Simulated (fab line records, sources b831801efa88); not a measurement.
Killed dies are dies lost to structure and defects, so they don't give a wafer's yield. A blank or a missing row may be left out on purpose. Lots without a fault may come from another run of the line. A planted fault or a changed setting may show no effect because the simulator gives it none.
A struck lot beside a sound one | flow sky130 | 20 steps out of a route of 708
Sound: wafers L359.2, L359.3, L359.4. Struck: wafers L380.4, L380.5, L380.6. The cause comes at the end.
At each step with rows: each side's tool, then ch and its chambers, then its first start. Under that, the readings that differ: sound wafers | struck wafers | difference of the means | sigmas: that difference in standard deviations of wafers without a fault.
alike: readings whose means differ by less than 2 such deviations, and words and numbers that are the same on both sides. not compared: withheld readings, readings that some wafer has no value for, bounds like >300 that may hide the same value, and numbers for which the record gives no deviation and whose values overlap.
The two part at a step that has a row with sigmas, a row that says differs or no value, or rows on one side only. Numbers that don't overlap but have no deviation are shown without sigmas and don't part them. A reading that every wafer of one side lacks parts them only if that side has two wafers or more.

SKY_SONOS_TUNNEL_TW_MEAS_12:
  sound on film_metro-03, day 11 05:47; struck on film_metro-02, day 18 10:00
  alike: SONOS_TUNNEL_TW
then, 2 steps without rows for these wafers: SKY_SONOS_TUNNEL_CLEAN_13 (cleans in dHF, time 20 s); SKY_SONOS_ONO_OXIDATION_00 (stabilise 600 s, purge 300 s, target thk 2.6 nm).
SKY_SONOS_ONO_THK_MEAS_01:
  sound on film_metro-03, day 11 09:31; struck on film_metro-03, day 18 11:25
  reading                      | sound          | struck         | difference | sigmas
  SONOS_ONO_OXIDATION_THK (nm) | 2.41 2.37 2.46 | 2.62 2.61 2.58 | +0.19      | +3
then, 1 step without rows for these wafers: SKY_SONOS_ONO_CVD_02 (deposits Si3N4 from DCS/NH3, target thk 10.5 nm, time 180 s).
SKY_SONOS_ONO_THK_MEAS_03:
  sound on film_metro-01, day 11 11:21; struck on film_metro-04, day 18 12:32
  alike: SONOS_ONO_CVD_02_THK
then, 1 step without rows for these wafers: SKY_SONOS_ONO_CVD_04 (deposits SiO2 from SiH4/N2O, target thk 5.7199 nm).
SKY_SONOS_ONO_THK_MEAS_05:
  sound on film_metro-01, day 11 12:40; struck on film_metro-04, day 18 13:50
  alike: SONOS_ONO_CVD_04_THK
then, 4 steps without rows for these wafers: SKY_SONOS_ONO_DEHYDRATE_06 (time 60 s); SKY_SONOS_ONO_HMDS_07 (prime time 60 s); SKY_SONOS_ONO_COAT_08 (resist thk 1140 nm); SKY_SONOS_ONO_SOFTBAKE_09 (time 60 s).
SKY_SONOS_ONO_EXPOSE_10: exposes mask ONOM, target cd 410 nm.
  sound on iline_stepper-01 ch 0, day 12 00:04; struck on iline_stepper-01 ch 0, day 19 04:28
  alike: mask
then, 2 steps without rows for these wafers: SKY_SONOS_ONO_PEB_11; SKY_SONOS_ONO_DEVELOP_12 (develop time 60 s).
SKY_SONOS_ONO_CD_MEAS_13: target cd 410 nm.
  sound on cd_sem-02, day 12 12:30; struck on cd_sem-01, day 19 20:46
  reading    | sound             | struck            | difference | sigmas
  cd_nm (nm) | 411.2 409.2 412.6 | 375.0 343.9 386.6 | -42.5      | -18
SKY_SONOS_ONO_OVL_MEAS_14:
  sound on overlay-01, day 12 12:37; struck on overlay-02, day 19 20:50
  alike: SONOS_ONO_OVL
SKY_SONOS_ONO_ETCH_15: etches the open film in CHF3/O2, target depth 19.52 nm, time 7.8 s.
  sound on rie_diel-03 ch 0,1,3, day 12 12:38; struck on rie_diel-03 ch 1,2,3, day 19 20:51
  reading                    | sound             | struck            | difference | sigmas
  model.SONOS_ONO.cd_nm (nm) | 411.6 409.3 412.4 | 374.6 343.8 386.3 | -42.9      |
  alike: drypump_motor_current_A, oes_product_au, throttle_valve_pct
  not compared: rf_hours_counter_h
then, 1 step without rows for these wafers: SKY_SONOS_ONO_WET_ETCH_16 (etches SiO2 in dHF, target depth 14 nm, time 280 s).
-- the record jumps here: 31 days lie between the struck wafers' starts before and after (it left off in module SONOS_ONO and takes up again in module PAD_OPEN, whose first step shown is number 708 of the route) --
SKY_PAD_OPEN_PROBE_99:
  sound on prober-01, day 45 18:12; struck on prober-02, day 50 14:34
  reading             | sound    | struck    | difference | sigmas
  killed_at_front_end | 15 9 12  | 10 139 13 | +42        | +10
  killed_dies         | 98 93 86 | 82 208 84 | +32        | +4
  alike: killed_at_M0_to_M3, killed_at_M4_up, killed_at_contacts, killed_at_other, killed_open, killed_short

WHERE THEY PART
First at SKY_SONOS_ONO_THK_MEAS_01; last, within this record, at SKY_PAD_OPEN_PROBE_99.

WHY: what the simulator had put in
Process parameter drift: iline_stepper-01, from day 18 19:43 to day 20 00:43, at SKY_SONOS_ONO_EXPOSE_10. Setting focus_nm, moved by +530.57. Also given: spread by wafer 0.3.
